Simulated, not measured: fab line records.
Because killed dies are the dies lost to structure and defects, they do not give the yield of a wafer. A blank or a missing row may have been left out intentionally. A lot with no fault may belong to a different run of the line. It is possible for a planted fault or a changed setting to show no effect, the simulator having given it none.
Split-lot trial    flow sfq_line    on a route of 325 steps: 5 lots, 23 wafers read

ON THE SPLIT
At SFQ_TRILAYER_M4_ETCH_METAL_ETCH_096 (etches Nb in Cl2/Ar, stops on SiO2, target depth 240 nm, time 120 s), the setting time_s was moved away from the recipe's 120 s on 10 of the 23 wafers read, by -13.3% to +4.2%. This setting was run at the recipe's value on the other wafers.

The reading comes from the split's own step.

THE READING
oes_product_au, in a.u., at SFQ_TRILAYER_M4_ETCH_METAL_ETCH_096 (etches Nb in Cl2/Ar, stops on SiO2, target depth 240 nm, time 120 s). A value of 0.897 a.u. with a standard deviation of 0.01 a.u. is what fault-free wafers of this fab line usually give.

wafer   tool, chamber at the split  time_s as run, s  against the recipe  oes_product_au, a.u.  against lot-mates on the recipe
L075.1  rie_metal-04, 0             108.3             -9.8%               0.941                 +0.038
L075.2  rie_metal-04, 1             120               recipe              0.900                 -
L075.3  rie_metal-04, 1             108.3             -9.8%               0.953                 +0.050
L075.4  rie_metal-04, 0             120               recipe              0.905                 -
L075.5  rie_metal-04, 1             108.3             -9.8%               0.944                 +0.041
L076.1  rie_metal-04, 1             104.1             -13.3%              0.970                 +0.062
L076.2  rie_metal-04, 0             104.1             -13.3%              0.969                 +0.061
L076.3  rie_metal-04, 0             120               recipe              0.912                 -
L076.4  rie_metal-04, 1             120               recipe              0.903                 -
L076.5  rie_metal-04, 0             120               recipe              0.909                 -
L079.1  rie_metal-02, 0             120               recipe              0.893                 -
L079.3  rie_metal-02, 1             112.5             -6.2%               0.924                 +0.037
L079.4  rie_metal-02, 0             112.5             -6.2%               0.927                 +0.040
L079.5  rie_metal-02, 0             120               recipe              0.881                 -
L079.6  rie_metal-02, 1             112.5             -6.2%               0.930                 +0.043
L082.1  rie_metal-04, 0             120               recipe              0.890                 -
L082.2  rie_metal-04, 1             120               recipe              0.880                 -
L082.4  rie_metal-04, 0             120               recipe              0.895                 -
L085.1  rie_metal-01, 0             120               recipe              0.897                 -
L085.2  rie_metal-01, 1             125.1             +4.2%               0.879                 -0.013
L085.3  rie_metal-01, 0             120               recipe              0.880                 -
L085.4  rie_metal-01, 1             125.1             +4.2%               0.900                 +0.008
L085.6  rie_metal-01, 0             120               recipe              0.898                 -

FIT RESULTS
A straight line over all 23 wafers: oes_product_au changes by -0.00496 a.u. for each +1% of time_s; r = -0.93; the points scatter about the line by 0.01 a.u.
The same after taking each lot's own level away (the mean of its wafers on the recipe; 23 wafers): -0.00435 a.u. for each +1%; r = -0.94; scatter 0.0085 a.u.
According to that fit, moving time_s by its largest amount changes the reading by 0.058 a.u.
From 0.8870 to 0.9080 a.u.: that is the span of the lots' own levels, equal to 2.1 times the standard deviation above.
So the lot-to-lot level changes the slope: the two fits differ.
Check: for one of the wafers moved furthest among these (-13.3%), held out of the fit, the line's prediction against its lot-mates is +0.061 a.u. It came out at +0.062 a.u. against them.
Tool readings at the split's step, against how far the setting was moved: oes_product_au r = -0.93.

ADDITIONAL SPLITS CARRIED BY THESE WAFERS
Note: prior to the reading, these wafers also went through further splits. Each is held against what the fit with the lots' levels taken away leaves over:
other split on the same wafers                     wafers away from the commonest value  r with oes_product_au (lot level and that fit taken away)
SFQ_TRILAYER_I1_VIA_BARC_OPEN_VIA_ETCH_071 time_s  5                                     -0.22
SFQ_TRILAYER_M2_LITHO_COAT_057 resist_thk_nm       11                                    +0.18
SFQ_TRILAYER_M2_BARC_OPEN_METAL_ETCH_077 bias_w    8                                     +0.09
SFQ_TRILAYER_I2_VIA_LITHO_COAT_072 spin_rpm        4                                     +0.18
SFQ_TRILAYER_I2_VIA_LITHO_COAT_067 spin_rpm        5                                     +0.07
SFQ_TRILAYER_I2_VIA_BARC_OPEN_VIA_ETCH_096 time_s  7                                     -0.11
SFQ_TRILAYER_M3_LITHO_COAT_075 resist_thk_nm       5                                     -0.21
SFQ_TRILAYER_M3_BARC_OPEN_METAL_ETCH_100 bias_w    5                                     -0.10
SFQ_TRILAYER_I3_VIA_LITHO_COAT_085 resist_thk_nm   7                                     +0.14
SFQ_TRILAYER_I3_VIA_BARC_OPEN_VIA_ETCH_121 time_s  11                                    -0.32
SFQ_TRILAYER_M4_LITHO_COAT_093 spin_rpm            8                                     +0.20

FILE'S OWN FIT
oes_product_au changes by -0.00457 a.u. for each +1% of time_s, r = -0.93.
